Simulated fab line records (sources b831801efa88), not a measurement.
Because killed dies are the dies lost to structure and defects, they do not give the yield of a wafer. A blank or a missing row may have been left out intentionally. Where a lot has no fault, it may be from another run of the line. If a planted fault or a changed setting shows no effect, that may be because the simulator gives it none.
fab line records	flow sky130
record: lots: 6	wafers: 18	last_day: 50
route steps=708 shown METAL1@454 VIA1@458 PAD_OPEN@708
lots that met no fault: from a run of the same line without faults
start_h: hours from the record's opening day to when the first of the lot's shown wafers began	wait_h: time in hours since the lot's previous step	" the same as in the row above	L1.1+2: a single row standing in for several wafers	- no value, or no start was given	* or withheld: withheld	< > ~ a bound
route shown NAME@n: a module of which the file shows steps, and the number in the route of the first	usual: the fault-free wafers' mean and standard deviation	same: alike in all rows	chamber/n: place in a boat	sites: readings site by site	_std_site: their standard deviation	_edge_site: outer sites' mean less inner sites'	radius_mm: how far each site lies from the wafer's centre	mask NAME#n: copy n	behind: the tool/chamber that last shaped the wafer	hold: cause of the lot's hold/its duration in hours/its outcome	device: which transistor (n, p or np) failed to switch	end of line: tests of these same wafers at the route's end	step lacking rows: just its recipe	killed: dies lost to structure and defects at the first sort, not the wafer's yield	map: per-die view of a wafer (x killed, . not killed, _ where there is no die)
set.NAME: the setting that was run; set.NAME@STEP: the one run at that earlier step	model.NAME: the simulator's own value behind a step, which no gauge read
lots at selected steps of the route; one table per step, one row per wafer
services: the hour from which a tool's chamber was out of use, counted from the record's first day as start_h (under 0 if before that day), plus the number of hours and why
== steps ==
step: SKY_METAL1_STRIP_20
recipe: chemistry: O2/N2	power_w: 1400	pressure_mtorr: 1500	platen_temp_c: withheld	o2_flow_sccm: 3000	n2_flow_sccm: 300	overash_fraction: 0.5
usual: drypump_motor_current_A: 5.9/0.38	oes_product_au: 0.343/0.005	strip_time_to_endpoint_s: 2.70/0.061
lot.wafer	tool	chamber	start_h	wait_h	drypump_motor_current_A	oes_product_au	rf_hours_counter_h	strip_time_to_endpoint_s
L993.2	plasma_asher-03	0	768.04	0.1	5.7	0.340	32	2.76
L993.3	"	0	"	"	5.7	0.345	-	2.61
L993.5	"	0	"	"	5.7	0.348	-	2.76
L100.1	plasma_asher-03	1	831.78	0.1	5.9	0.337	40	2.70
L100.3	"	1	"	"	5.9	0.338	-	2.73
L100.6	"	0	"	"	5.7	0.342	-	2.71
L109.2	plasma_asher-01	1	899.05	0.1	6.0	0.345	109	2.76
L109.5	"	0	"	"	6.1	0.341	-	2.75
L109.6	"	1	"	"	5.9	0.345	-	2.78
L110.1	plasma_asher-01	1	902.37	0.1	5.9	0.342	110	2.74
L110.3	"	0	"	"	6.2	0.342	-	2.74
L110.4	"	1	"	"	5.9	0.340	-	2.70
L112.4	plasma_asher-03	0	918.92	0.1	5.7	0.353	-	2.71
L112.5	"	0	"	"	5.7	0.335	-	2.56
L112.6	"	1	"	"	5.9	0.347	-	2.73
L114.1	plasma_asher-02	1	929.77	0.1	5.1	0.330	19	2.59
L114.2	"	0	"	"	6.4	0.349	19	2.74
L114.6	"	1	"	"	5.1	0.339	-	2.58
step: SKY_METAL1_STRIP_21
recipe: chemistry: post_etch_residue_remover	time_s: 1200	temp_c: 72.5
step: SKY_METAL1_CLEAN_22
recipe: chemistry: IPA	time_s: 180	temp_c: 25
step: SKY_METAL1_CLEAN_23
recipe: chemistry: O3/DIW	dry: n2_spin
step: SKY_VIA1_HDPCVD_00
recipe: material: SiO2	target_thk_nm: 1030	sigma_open_frac: 0.3	time_s: 171.7	temp_c: 400	sih4_flow_sccm: 60	pressure_mtorr: 6
step: SKY_VIA1_THK_MEAS_01
recipe: reads: SiO2_of_VIA1_HDPCVD_00
usual: VIA1_HDPCVD_THK: 1029/12
lot.wafer	tool	chamber	start_h	wait_h	VIA1_HDPCVD_THK[nm]
L993.2	film_metro-04	-	768.75	0.1	1027
L993.3	"	-	"	"	1040
L993.5	"	-	"	"	1035
L100.1	film_metro-04	-	832.48	0.1	1029
L100.3	"	-	"	"	1026
L100.6	"	-	"	"	1021
L109.2	film_metro-02	-	899.77	0.1	1026
L109.5	"	-	"	"	1039
L109.6	"	-	"	"	1031
L110.1	film_metro-03	-	903.07	0.1	1007
L110.3	"	-	"	"	1020
L110.4	"	-	"	"	1019
L112.4	film_metro-03	-	919.71	0.1	1015
L112.5	"	-	"	"	1010
L112.6	"	-	"	"	1030
L114.1	film_metro-04	-	930.47	0.1	1030
L114.2	"	-	"	"	1034
L114.6	"	-	"	"	1028
step: SKY_VIA1_CMP_02
recipe: material: SiO2	down_force_psi: 4	platen_rpm: 60	pad_velocity_m_s: 0.94248
usual: motor_current_A: 12.6/1.5
lot.wafer	tool	chamber	start_h	wait_h	motor_current_A
L993.3	cmp-01	1	768.80	0.0	11.9
L993.2	"	0	"	"	15.2
L993.5	"	1	"	"	11.6
L100.1	cmp-02	3	832.54	0.1	12.8
L100.3	"	0	"	"	13.1
L100.6	"	3	"	"	13.3
L109.2	cmp-01	0	899.92	0.1	16.1
L109.5	"	2	"	"	11.3
L109.6	"	3	"	"	11.0
L110.1	cmp-01	1	903.13	0.1	11.7
L110.3	"	3	"	"	11.3
L110.4	"	0	"	"	15.8
L112.4	cmp-02	3	919.79	0.1	13.7
L112.6	"	2	"	"	12.1
L112.5	"	3	"	"	13.6
L114.1	cmp-02	1	930.53	0.1	10.6
L114.2	"	3	"	"	13.5
L114.6	"	2	"	"	12.6
step: SKY_VIA1_BOW_MEAS_03
recipe: mode: bow
usual: VIA1_BOW: 81/6.6
lot.wafer	tool	chamber	start_h	wait_h	VIA1_BOW[um]
L993.2	film_metro-02	-	769.12	0.1	87
L993.3	"	-	"	"	93
L993.5	"	-	"	"	80
L100.1	film_metro-03	-	832.84	0.2	85
L100.3	"	-	"	"	85
L100.6	"	-	"	"	89
L109.2	film_metro-02	-	900.14	0.2	80
L109.5	"	-	"	"	84
L109.6	"	-	"	"	74
L110.1	film_metro-03	-	903.43	0.2	80
L110.3	"	-	"	"	78
L110.4	"	-	"	"	88
L112.4	film_metro-03	-	920.10	0.3	85
L112.5	"	-	"	"	80
L112.6	"	-	"	"	82
L114.1	film_metro-02	-	930.83	0.2	88
L114.2	"	-	"	"	74
L114.6	"	-	"	"	69
step: SKY_VIA1_DEHYDRATE_04
recipe: temp_c: 200	time_s: 60
step: SKY_VIA1_HMDS_05
recipe: prime_time_s: 60	prime_temp_c: 120
step: SKY_VIA1_COAT_06
recipe: resist: BARC	temp_c: withheld	time_s: withheld	spin_rpm: 3000	resist_thk_nm: 60
step: SKY_VIA1_COAT_07
recipe: resist: KrF-thick	spin_rpm: 3000	resist_thk_nm: 450
step: SKY_VIA1_SOFTBAKE_08
recipe: temp_c: 100	time_s: 90	resist: KrF-thick
usual: heater_power_total_W: 57.37/0.12	plate_temp_C: 100.01/0.12
lot.wafer	tool	chamber	start_h	wait_h	heater_power_total_W	plate_temp_C
L993.2	litho_track-02	0	782	-	57.41	99.98
L993.3	"	0	"	"	57.22	100.22
L993.5	"	0	"	"	57.32	100.05
L100.1	litho_track-04	0	846	-	57.57	100.06
L100.3	"	0	"	"	57.26	99.91
L100.6	"	0	"	"	57.24	100.06
L109.2	litho_track-02	0	911	-	56.22	98.39
L109.5	"	0	"	"	55.93	98.34
L109.6	"	0	"	"	56.02	98.37
L110.1	litho_track-02	0	915	-	55.99	98.21
L110.3	"	0	"	"	56.10	98.18
L110.4	"	0	"	"	55.94	98.28
L112.4	litho_track-04	0	932	-	57.45	99.98
L112.5	"	0	"	"	57.32	100.03
L112.6	"	0	"	"	57.28	99.98
L114.1	litho_track-01	0	942	-	57.31	99.82
L114.2	"	0	"	"	57.32	100.06
L114.6	"	0	"	"	57.37	99.95
step: SKY_VIA1_EXPOSE_09
recipe: mask_id: VIM	na: 0.8	source_shape: annular	sigma_inner: 0.55	sigma_outer: 0.85	target_cd_nm: 150	dose_mj: 38
step: SKY_PAD_OPEN_PROBE_99
usual: defect_limited_yield: 82.5/1.7	killed_at_M0_to_M3: 43/6.7	killed_at_M4_up: 3.2/1.8	killed_at_contacts: 24/4.8	killed_at_front_end: 16/4.2	killed_at_other: 0.3/0.56	killed_dies: 86/8.5	killed_open: 47/6.7	killed_short: 39/6	sort_bin_3_pad_short: 0.9/0.45	sort_bin_5_function: 10.3/1.6	sort_bin_6_memory: 6.3/1	sort_n_pass: 406/8.5	sort_yield_pct: 82.5/1.7
same: gross_dies: 492	killed_at_back_side: 0	sort_bin_4_leakage[%]: 0	sort_bin_8_speed[%]: 0
lot.wafer	tool	chamber	start_h	wait_h	defect_limited_yield[%]	killed_at_M0_to_M3	killed_at_M4_up	killed_at_contacts	killed_at_front_end	killed_at_other	killed_dies	killed_open	killed_short	sort_bin_3_pad_short[%]	sort_bin_5_function[%]	sort_bin_6_memory[%]	sort_n_pass	sort_yield_pct[%]
L993.2	prober-02	-	1075.82	0.1	85.2	43	0	14	14	2	73	47	26	0.6	8.7	5.5	419	85.2
L993.3	prober-02	-	1075.87	0.2	82.7	42	2	21	19	1	85	48	37	0.6	12.2	4.5	407	82.7
L993.5	prober-02	-	1075.97	0.2	82.7	36	4	19	26	0	85	47	38	1.6	11.0	4.7	407	82.7
L100.1	prober-01	-	1126.85	0.1	83.9	47	1	19	12	0	79	41	38	0.4	10.0	5.7	413	83.9
L100.3	prober-01	-	1126.95	0.2	83.9	42	5	24	8	0	79	46	33	0.4	9.8	5.9	413	83.9
L100.6	prober-01	-	1127.10	0.2	81.7	50	10	22	8	0	90	56	34	0.6	11.2	6.5	402	81.7
L109.2	prober-02	-	1172.87	0.1	82.3	42	2	27	16	0	87	53	34	0.8	10.4	6.5	405	82.3
L109.5	prober-02	-	1173.02	0.2	80.9	39	4	29	22	0	94	43	51	1.4	12.4	5.3	398	80.9
L109.6	prober-02	-	1173.07	0.2	83.3	37	0	32	13	0	82	49	33	0.6	8.7	7.3	410	83.3
L110.1	prober-01	-	1176.91	0.1	81.3	57	2	19	12	2	92	53	39	1.2	10.8	6.7	400	81.3
L110.3	prober-01	-	1177.01	0.2	85.2	39	1	23	10	0	73	37	36	0.6	7.7	6.5	419	85.2
L110.4	prober-01	-	1177.06	0.2	81.3	47	4	20	21	0	92	52	40	0.6	12.2	5.9	400	81.3
L112.4	prober-01	-	1191.06	0.2	80.5	58	4	22	12	0	96	56	40	1.0	11.4	7.1	396	80.5
L112.5	prober-01	-	1191.11	0.2	83.7	44	3	20	13	0	80	42	38	0.2	10.8	5.3	412	83.7
L112.6	prober-01	-	1191.16	0.2	80.9	43	2	24	25	0	94	51	42	1.2	12.6	5.3	398	80.9
L114.1	prober-01	-	1193.86	0.1	83.9	43	3	21	12	0	79	38	41	0.6	8.1	7.3	413	83.9
L114.2	prober-01	-	1193.91	0.1	82.5	41	4	23	17	1	86	53	33	0.6	8.1	8.7	406	82.5
L114.6	prober-01	-	1194.11	0.2	82.7	45	3	26	11	0	85	38	47	1.0	10.6	5.7	407	82.7
killed by level:class
L993.2 VIA1:geometric_particle:open=11 VIA2:geometric_particle:open=8 METAL2:geometric_particle:short=8 FIELD_ISO:geometric_particle:open=6 CONTACT:geometric_particle:open=5 VIA1:geometric_particle:short=4 VIA3:geometric_particle:open=4 METAL1:geometric_particle:short=3
L993.3 VIA1:geometric_particle:open=10 CONTACT:geometric_particle:open=8 LI_CONTACT:geometric_particle:open=6 VIA1:geometric_particle:short=6 VIA3:geometric_particle:open=6 METAL2:geometric_particle:short=5 CONTACT:geometric_particle:short=5 VIA2:geometric_particle:open=5
L993.5 VIA1:geometric_particle:open=14 FIELD_ISO:geometric_particle:short=7 CONTACT:geometric_particle:open=7 VIA3:geometric_particle:open=6 LI_CONTACT:geometric_particle:open=5 FIELD_ISO:geometric_particle:open=4 POLY_GATE:geometric_particle:open=4 POLY_GATE:geometric_particle:short=4
L100.1 VIA1:geometric_particle:open=11 CONTACT:geometric_particle:open=8 VIA1:geometric_particle:short=8 METAL1:geometric_particle:short=7 METAL2:geometric_particle:short=5 LI_CONTACT:geometric_particle:open=4 LI_CONTACT:geometric_particle:short=4 VIA3:geometric_particle:open=4
L100.3 VIA1:geometric_particle:open=9 LI_CONTACT:geometric_particle:open=8 VIA3:geometric_particle:open=7 CONTACT:geometric_particle:open=7 VIA2:geometric_particle:open=7 VIA1:geometric_particle:short=6 LOCAL_INTERCONNECT:geometric_particle:short=4 METAL1:geometric_particle:short=4
L100.6 VIA3:geometric_particle:open=16 VIA1:geometric_particle:open=12 CONTACT:geometric_particle:open=11 METAL4:geometric_particle:short=9 LI_CONTACT:geometric_particle:open=6 VIA2:geometric_particle:open=5 METAL2:geometric_particle:short=4 CONTACT:geometric_particle:short=3
L109.2 CONTACT:geometric_particle:open=14 VIA1:geometric_particle:open=9 VIA3:geometric_particle:open=8 VIA2:geometric_particle:open=7 LI_CONTACT:geometric_particle:open=6 VIA1:geometric_particle:short=5 VIA2:geometric_particle:short=5 CONTACT:geometric_particle:short=5
L109.5 CONTACT:geometric_particle:open=11 CONTACT:geometric_particle:short=7 VIA1:geometric_particle:open=7 VIA1:geometric_particle:short=6 POLY_GATE:geometric_particle:short=5 METAL1:geometric_particle:short=5 METAL2:geometric_particle:short=5 VIA3:geometric_particle:short=5
L109.6 VIA1:geometric_particle:open=12 LI_CONTACT:geometric_particle:open=10 CONTACT:geometric_particle:short=10 CONTACT:geometric_particle:open=8 METAL2:geometric_particle:short=6 VIA3:geometric_particle:open=4 VIA2:geometric_particle:open=4 FIELD_ISO:geometric_particle:open=3
L110.1 VIA2:geometric_particle:open=12 VIA1:geometric_particle:open=11 CONTACT:geometric_particle:open=9 VIA3:geometric_particle:open=8 METAL1:geometric_particle:short=5 VIA1:geometric_particle:short=5 LOCAL_INTERCONNECT:geometric_particle:short=4 METAL2:geometric_particle:short=4
L110.3 METAL2:geometric_particle:short=9 CONTACT:geometric_particle:open=8 VIA1:geometric_particle:open=8 CONTACT:geometric_particle:short=7 VIA2:geometric_particle:open=6 VIA3:geometric_particle:open=5 LI_CONTACT:geometric_particle:open=4 FIELD_ISO:geometric_particle:short=3
L110.4 VIA1:geometric_particle:open=16 LI_CONTACT:geometric_particle:open=8 POLY_GATE:geometric_particle:open=6 METAL2:geometric_particle:short=6 VIA2:geometric_particle:short=6 FIELD_ISO:geometric_particle:open=5 POLY_GATE:geometric_particle:short=5 VIA1:geometric_particle:short=5
L112.4 VIA1:geometric_particle:open=14 VIA2:geometric_particle:open=12 VIA1:geometric_particle:short=10 LI_CONTACT:geometric_particle:open=7 VIA3:geometric_particle:open=6 POLY_GATE:geometric_particle:short=5 LOCAL_INTERCONNECT:geometric_particle:short=5 CONTACT:geometric_particle:open=5
L112.5 VIA1:geometric_particle:open=12 CONTACT:geometric_particle:open=8 VIA2:geometric_particle:open=7 FIELD_ISO:geometric_particle:open=5 METAL2:geometric_particle:short=5 VIA2:geometric_particle:short=5 LI_CONTACT:geometric_particle:open=4 FIELD_ISO:geometric_particle:short=3
L112.6 VIA1:geometric_particle:open=12 FIELD_ISO:geometric_particle:short=7 POLY_GATE:geometric_particle:open=7 POLY_GATE:geometric_particle:short=7 VIA3:geometric_particle:open=7 VIA2:geometric_particle:open=6 LOCAL_INTERCONNECT:geometric_particle:short=6 VIA1:geometric_particle:short=6
L114.1 VIA1:geometric_particle:open=14 METAL1:geometric_particle:short=9 LI_CONTACT:geometric_particle:open=7 METAL2:geometric_particle:short=5 POLY_GATE:geometric_particle:short=5 LOCAL_INTERCONNECT:geometric_particle:short=5 CONTACT:geometric_particle:open=5 VIA2:geometric_particle:short=4
L114.2 VIA1:geometric_particle:open=9 VIA2:geometric_particle:open=7 VIA3:geometric_particle:open=7 CONTACT:geometric_particle:open=6 FIELD_ISO:geometric_particle:open=5 LI_CONTACT:geometric_particle:open=5 LOCAL_INTERCONNECT:geometric_particle:short=5 CONTACT:geometric_particle:short=4
L114.6 VIA1:geometric_particle:open=12 VIA1:geometric_particle:short=10 LOCAL_INTERCONNECT:geometric_particle:short=10 LI_CONTACT:geometric_particle:open=7 CONTACT:geometric_particle:open=6 METAL2:geometric_particle:short=5 POLY_GATE:geometric_particle:open=4 METAL3:geometric_particle:short=4
== services ==
tool	chamber	start_h	hours	kind
plasma_asher-01	-	744.21	7.7	repair
cmp-01	-	744.23	4.0	pm
cmp-02	-	745.64	1.9	repair
cmp-01	-	748.23	-	consumable_replace:conditioner
cmp-01	-	748.23	-	consumable_replace:pad
plasma_asher-02	-	770.56	0.5	repair
cmp-01	-	823.07	0.5	repair
plasma_asher-02	-	841.07	5.9	repair
cmp-01	-	844.49	27.0	pm
cmp-01	-	886.47	2.1	repair
cmp-01	-	888.48	1.5	repair
cmp-01	-	892.21	6.4	pm
cmp-02	-	900.00	1.4	repair
cmp-02	-	912.33	4.0	pm
cmp-02	-	916.33	-	consumable_replace:conditioner
cmp-02	-	916.33	-	consumable_replace:pad
cmp-01	-	935.90	1.7	repair
cmp-02	-	940.13	5.8	pm
== key ==
first_sign: step: SKY_VIA1_SOFTBAKE_08	reading: plate_temp_C	direction: down	sigmas: 14	usual: *	struck: *
effect: step: SKY_VIA1_SOFTBAKE_08	reading: heater_power_total_W	direction: down	sigmas: 11	usual: *	struck: *
met_at SKY_VIA1_SOFTBAKE_08
struck_wafers L109.2,L109.5,L109.6,L110.1,L110.3,L110.4
onset_between 782 911
fault: kind: process_parameter_drift	tool: litho_track-02	chamber: -	onset_h: 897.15	steps: SKY_VIA1_SOFTBAKE_08	channel: temp_c	offset: *	shape: step	end_h: 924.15	acts_in: *	stated: *
